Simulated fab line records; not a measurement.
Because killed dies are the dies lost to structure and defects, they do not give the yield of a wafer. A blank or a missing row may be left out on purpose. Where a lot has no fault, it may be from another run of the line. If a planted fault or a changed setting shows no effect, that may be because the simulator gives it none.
The tool behind it: which one?	flow sky130	Sampling: 12 lots, 33 wafers, 6 of 708 route steps

WHAT EACH GAUGE READ, for each wafer
SKY_LDD_P_TW_MEAS_11. Usual: LDD_P_TW 631.6, standard deviation 2.9.
lot	measured	on	LDD_P_TW	flag
L841	day 19 01:26	filmMetro-01	630.5 629.5 629.5	
L842	day 19 08:35	filmMetro-02	629.9 631.0 630.3	
L844	day 20 20:17	filmMetro-03	635.4 637.0 631.8	
L846	day 21 00:56	filmMetro-02	628.3 626.4 628.4	
L847	day 21 06:58	filmMetro-01	632.2 631.2	
L849	day 21 22:41	filmMetro-03	630.6 631.9	
L850	day 22 11:02	filmMetro-01	631.3 630.9	
L856	day 24 20:01	filmMetro-02	631.2 629.4 629.4	
L858	day 25 12:13	filmMetro-03	634.7 631.8 636.9	
L859	day 26 01:02	filmMetro-02	631.7 630.1 631.0	
L860	day 26 03:43	filmMetro-03	630.6 634.6 634.7	
L862	day 26 19:14	filmMetro-03	633.8 634.1 633.4	

SKY_LOCAL_INTERCONNECT_RS_MEAS_01: measures by four-point-probe. Usual: LOCAL_INTERCONNECT_TIN_RS 14.21 ohm/sq, standard deviation 0.13.
lot	measured	on	LOCAL_INTERCONNECT_TIN_RS (ohm/sq)	flag
L841	day 29 05:35	filmMetro-04	14.32 14.32 14.30	
L842	day 29 12:11	filmMetro-03	14.18 14.19 14.18	
L844	day 30 19:25	filmMetro-03	14.27 14.36 14.20	
L846	day 30 23:01	filmMetro-02	14.32 14.36 14.21	
L847	day 31 06:01	filmMetro-04	14.23 13.66	
L849	day 31 19:07	filmMetro-03	14.18 13.75	
L850	day 32 07:53	filmMetro-03	14.37 13.80	
L856	day 34 07:32	filmMetro-03	14.06 14.19 14.05	
L858	day 34 21:39	filmMetro-02	14.06 14.34 14.16	
L859	day 35 12:20	filmMetro-04	14.28 14.16 14.39	
L860	day 35 17:12	filmMetro-03	14.25 14.11 14.20	
L862	day 36 03:58	filmMetro-04	14.28 14.19 14.19	

SKY_LOCAL_INTERCONNECT_THK_MEAS_02: measures by xrf. Usual: LOCAL_INTERCONNECT_TIN_THK 99.7 nm, standard deviation 1.1.
lot	measured	on	LOCAL_INTERCONNECT_TIN_THK (nm)	flag
L841	day 29 05:43	filmMetro-04	98.3 98.6 98.1	
L842	day 29 12:17	filmMetro-03	101.0 100.9 101.2	
L844	day 30 19:31	filmMetro-03	100.3 99.5 100.4	
L846	day 30 23:08	filmMetro-02	98.9 98.9 100.1	
L847	day 31 06:08	filmMetro-04	100.0 103.8	
L849	day 31 19:14	filmMetro-03	100.7 103.5	
L850	day 32 07:59	filmMetro-03	99.5 104.1	
L856	day 34 07:40	filmMetro-03	101.5 100.9 101.5	
L858	day 34 21:46	filmMetro-02	100.1 97.9 99.4	
L859	day 35 12:26	filmMetro-04	98.0 98.4 97.9	
L860	day 35 17:19	filmMetro-03	99.9 101.0 100.9	
L862	day 36 04:04	filmMetro-04	99.0 98.9 99.6	

EACH LOT AND THE TOOL THAT RAN IT (in order: tool; ch and the chambers of the sampled wafers; start)
lot	SKY_GATE_OXIDE_STRIP_13	SKY_LI_CONTACT_STRIP_16	SKY_LOCAL_INTERCONNECT_SPUTTER_00
L841	plasmaAsher-01 ch 0,1, day 13 22:55	plasmaAsher-03 ch 0, day 29 04:29	pvdSputter-03, day 29 05:32
L842	plasmaAsher-01 ch 1, day 14 04:10	plasmaAsher-01 ch 0,1, day 29 11:04	pvdSputter-04, day 29 12:05
L844	plasmaAsher-02 ch 0,1, day 15 04:35	plasmaAsher-02 ch 0,1, day 30 18:17	pvdSputter-03, day 30 19:19
L846	plasmaAsher-03 ch 0,1, day 15 15:51	plasmaAsher-03 ch 0,1, day 30 21:53	pvdSputter-03, day 30 22:57
L847	plasmaAsher-02 ch 1, day 15 22:34	plasmaAsher-02 ch 0,1, day 31 04:53	pvdSputter-03, day 31 05:57
L849	plasmaAsher-01 ch 0,1, day 16 12:12	plasmaAsher-02 ch 0, day 31 18:01	pvdSputter-03, day 31 19:02
L850	plasmaAsher-01 ch 0, day 17 00:03	plasmaAsher-03 ch 0,1, day 32 06:46	pvdSputter-03, day 32 07:47
L856	plasmaAsher-02 ch 0,1, day 19 10:46	plasmaAsher-01 ch 0,1, day 34 06:25	pvdSputter-04, day 34 07:29
L858	plasmaAsher-03 ch 0,1, day 20 04:01	plasmaAsher-02 ch 0,1, day 34 20:33	pvdSputter-03, day 34 21:35
L859	plasmaAsher-03 ch 0,1, day 20 18:07	plasmaAsher-01 ch 0,1, day 35 11:12	pvdSputter-03, day 35 12:15
L860	plasmaAsher-01 ch 0,1, day 20 18:25	plasmaAsher-03 ch 0,1, day 35 16:06	pvdSputter-03, day 35 17:08
L862	plasmaAsher-03 ch 0,1, day 21 11:45	plasmaAsher-03 ch 0,1, day 36 02:35	pvdSputter-02, day 36 03:52
- SKY_GATE_OXIDE_STRIP_13: strips in O2/N2.
- SKY_LI_CONTACT_STRIP_16: strips in O2/N2.
- SKY_LOCAL_INTERCONNECT_SPUTTER_00: material TiN, target thk 100 nm, time 83.3 s.

AS READ BY THE TOOLS THEMSELVES (means over the sampled wafers that have a number; for cases with no such wafer, the mark the record gives instead)
SKY_GATE_OXIDE_STRIP_13. Usual: drypumpMotorCurrentA 5.4 A, standard deviation 0.42; oesProductAu 0.715 a.u., standard deviation 0.0043; stripTimeToEndpointS 14.18 s, standard deviation 0.034.
lot	tool	drypumpMotorCurrentA (A)	oesProductAu (a.u.)	stripTimeToEndpointS (s)	flag
L841	plasmaAsher-01	5.6	0.717	14.19	
L842	plasmaAsher-01	5.8	0.714	14.13	
L844	plasmaAsher-02	5.5	0.719	14.20	
L846	plasmaAsher-03	5.0	0.714	14.15	
L847	plasmaAsher-02	5.2	0.718	14.13	
L849	plasmaAsher-01	5.7	0.714	14.16	
L850	plasmaAsher-01	5.5	0.712	14.25	
L856	plasmaAsher-02	5.5	0.717	14.17	
L858	plasmaAsher-03	5.1	0.712	14.18	
L859	plasmaAsher-03	5.0	0.717	14.18	
L860	plasmaAsher-01	5.6	0.715	14.20	
L862	plasmaAsher-03	5.0	0.711	14.24	

SKY_LI_CONTACT_STRIP_16. Usual: drypumpMotorCurrentA 5.5 A, standard deviation 0.49; oesProductAu 0.375 a.u., standard deviation 0.0045; stripTimeToEndpointS 3.49 s, standard deviation 0.031.
lot	tool	drypumpMotorCurrentA (A)	oesProductAu (a.u.)	stripTimeToEndpointS (s)	flag
L841	plasmaAsher-03	5.1	0.376	3.50	
L842	plasmaAsher-01	5.5	0.370	3.48	
L844	plasmaAsher-02	5.9	0.372	3.47	
L846	plasmaAsher-03	5.1	0.377	3.48	
L847	plasmaAsher-02	5.8	0.378	3.52	
L849	plasmaAsher-02	6.2	0.378	3.51	
L850	plasmaAsher-03	5.0	0.376	3.48	
L856	plasmaAsher-01	5.7	0.377	3.51	
L858	plasmaAsher-02	5.6	0.374	3.50	
L859	plasmaAsher-01	5.6	0.377	3.54	
L860	plasmaAsher-03	5.0	0.378	3.51	
L862	plasmaAsher-03	5.0	0.372	3.52	

SKY_LOCAL_INTERCONNECT_SPUTTER_00. Usual: throttleValvePct reads 29.9 % (standard deviation 1).
lot	tool	throttleValvePct (%)	flag
L841	pvdSputter-03	30.4	
L842	pvdSputter-04	29.8	
L844	pvdSputter-03	29.5	
L846	pvdSputter-03	29.1	
L847	pvdSputter-03	29.5	
L849	pvdSputter-03	30.0	
L850	pvdSputter-03	30.1	
L856	pvdSputter-04	30.5	
L858	pvdSputter-03	30.1	
L859	pvdSputter-03	29.9	
L860	pvdSputter-03	30.0	
L862	pvdSputter-02	29.4	

THE ANSWER, worked out from the rows above alone
Rule: a lot counts as off when the mean over its wafers that have a number is more than 3 standard deviations away from the usual mean. A lot without any number at a reading at which 4 lots or more have one is off too. All remaining lots with rows at the step are treated as sound. The gauges are gone through in route order, then the tools' own readings, and for those a lot's mean is taken as printed above. The first step at which some lot is off is used, and at that step the reading that is off furthest; a lot without a number counts as furthest.
None of the lots is off at any reading shown; this tells nothing.

WHAT THE SIMULATOR PUT IN
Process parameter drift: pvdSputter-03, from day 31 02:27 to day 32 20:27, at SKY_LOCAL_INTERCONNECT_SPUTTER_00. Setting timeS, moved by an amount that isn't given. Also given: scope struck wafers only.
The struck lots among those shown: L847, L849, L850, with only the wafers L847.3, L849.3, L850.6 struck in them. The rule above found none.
